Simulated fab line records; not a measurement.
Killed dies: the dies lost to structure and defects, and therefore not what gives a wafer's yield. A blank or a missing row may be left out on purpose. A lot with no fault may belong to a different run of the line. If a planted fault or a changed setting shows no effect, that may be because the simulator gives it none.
Commonality check across tools -- flow sky130 -- 33 wafers sampled across 11 lots

== WHY IT WAS OPENED ==
At SKY_NWELL_TW_MEAS_26 the reading NWELL_2_TW is flagged on 2 of 11 lots. Fault-free wafers read 496.6, with a standard deviation of 2.4.
Rule: a lot is flagged when every wafer of it that has a number lies more than 4 standard deviations from that mean, or none has a number. All remaining lots are regarded as sound.

lot,measured,on,"NWELL_2_TW, wafer by wafer",flag
L181,day 6 03:34,filmMetro-03,498.6 497.6 497.3,
L182,day 6 09:55,filmMetro-03,492.0 495.4 495.6,
L183,day 6 14:38,filmMetro-01,495.8 497.7 498.9,
L185,day 7 02:55,filmMetro-03,494.6 493.7 497.0,
L188,day 7 20:43,filmMetro-03,545.4 545.1 544.7,FLAGGED
L192,day 8 19:14,filmMetro-01,550.6 552.1 547.4,FLAGGED
L194,day 9 06:32,filmMetro-02,491.6 496.9 494.6,
L195,day 9 14:32,filmMetro-03,491.5 495.1 495.8,
L196,day 9 21:41,filmMetro-01,494.2 495.4 494.6,
L197,day 10 05:49,filmMetro-03,496.4 497.2 495.2,
L198,day 10 09:34,filmMetro-03,495.1 494.6 495.0,
The numbers of the flagged lots are 547.5 on average: +50.9 against the usual, or +21 standard deviations.

== EACH LOT AND THE TOOL IT RAN ON ==
Before the reading, the record contains 2 process steps out of a 708-step route. Every cell lists first the tool, next ch and the chambers used by the sampled wafers, and last the start.
lot,flag,SKY_PWDE_COAT_02,SKY_PWDE_STRIP_09
L181,,"lithoTrack-01 ch 0, day 4 06:14","plasmaAsher-01 ch 0,1, day 4 15:57"
L182,,"lithoTrack-02 ch 0, day 4 11:59","plasmaAsher-02 ch 0,1, day 4 20:52"
L183,,"lithoTrack-02 ch 0, day 4 16:25","plasmaAsher-01 ch 1, day 5 01:13"
L185,,"lithoTrack-01 ch 0, day 5 03:25","plasmaAsher-02 ch 0,1, day 5 12:16"
L188,FLAGGED,"lithoTrack-01 ch 0, day 5 20:11","plasmaAsher-01 ch 0,1, day 6 05:43"
L192,FLAGGED,"lithoTrack-01 ch 0, day 6 16:13","plasmaAsher-01 ch 0,1, day 7 02:30"
L194,,"lithoTrack-02 ch 0, day 7 02:43","plasmaAsher-01 ch 0,1, day 7 12:49"
L195,,"lithoTrack-04 ch 0, day 7 09:20","plasmaAsher-01 ch 0,1, day 7 19:54"
L196,,"lithoTrack-04 ch 0, day 7 15:48","plasmaAsher-03 ch 0,1, day 8 02:34"
L197,,"lithoTrack-04 ch 0, day 7 22:45","plasmaAsher-01 ch 0,1, day 8 09:15"
L198,,"lithoTrack-04 ch 0, day 8 02:41","plasmaAsher-01 ch 0,1, day 8 13:19"
What these steps do:
- SKY_PWDE_COAT_02: resist thk 3000 nm.
- SKY_PWDE_STRIP_09: strips in O2/N2.
- SKY_NWELL_TW_MEAS_26

== FLAGGED OVER TOTAL, TOOL BY TOOL (the gauges that took the reading come last) ==
step,tool,lots run,flagged,share of the flagged lots,sound lots run after its first flagged lot
SKY_PWDE_COAT_02,lithoTrack-01,4,2,all,0
SKY_PWDE_COAT_02,lithoTrack-02,3,0,none,-
SKY_PWDE_COAT_02,lithoTrack-04,4,0,none,-
SKY_PWDE_STRIP_09,plasmaAsher-01,8,2,all,"4 (L194,L195,L197,L198)"
SKY_PWDE_STRIP_09,plasmaAsher-02,2,0,none,-
SKY_PWDE_STRIP_09,plasmaAsher-03,1,0,none,-
SKY_NWELL_TW_MEAS_26,filmMetro-01,3,1,some,1 (L196)
SKY_NWELL_TW_MEAS_26,filmMetro-02,1,0,none,-
SKY_NWELL_TW_MEAS_26,filmMetro-03,7,1,some,"3 (L195,L197,L198)"

== THE TABLE: WHAT IT ALLOWS ==
2 rows of the table ran every flagged lot: lithoTrack-01 at SKY_PWDE_COAT_02, plasmaAsher-01 at SKY_PWDE_STRIP_09.
- lithoTrack-01 at SKY_PWDE_COAT_02: 2 of its 4 lots flagged. Its last sound lot is L185 (day 5 03:25), its first flagged lot L188 (day 5 20:11): a fault that began between those two fits.
- plasmaAsher-01 at SKY_PWDE_STRIP_09: 2 of its 8 lots flagged. Sound lots followed the first flagged one (L194, L195, L197, L198) on it, something a lasting fault affecting the whole tool could not allow. Its own readings (oesProductAu, stripTimeToEndpointS) fall more than 4 standard deviations out on all wafers of the flagged lots.
Just one tool remains: lithoTrack-01 at SKY_PWDE_COAT_02.

== WHAT THE SIMULATOR PUT IN ==
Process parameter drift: lithoTrack-01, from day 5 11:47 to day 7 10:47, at SKY_PWDE_COAT_02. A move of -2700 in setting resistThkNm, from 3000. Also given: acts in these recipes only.
Lots struck among those shown: L188, L192. The rule given above showed the same thing.
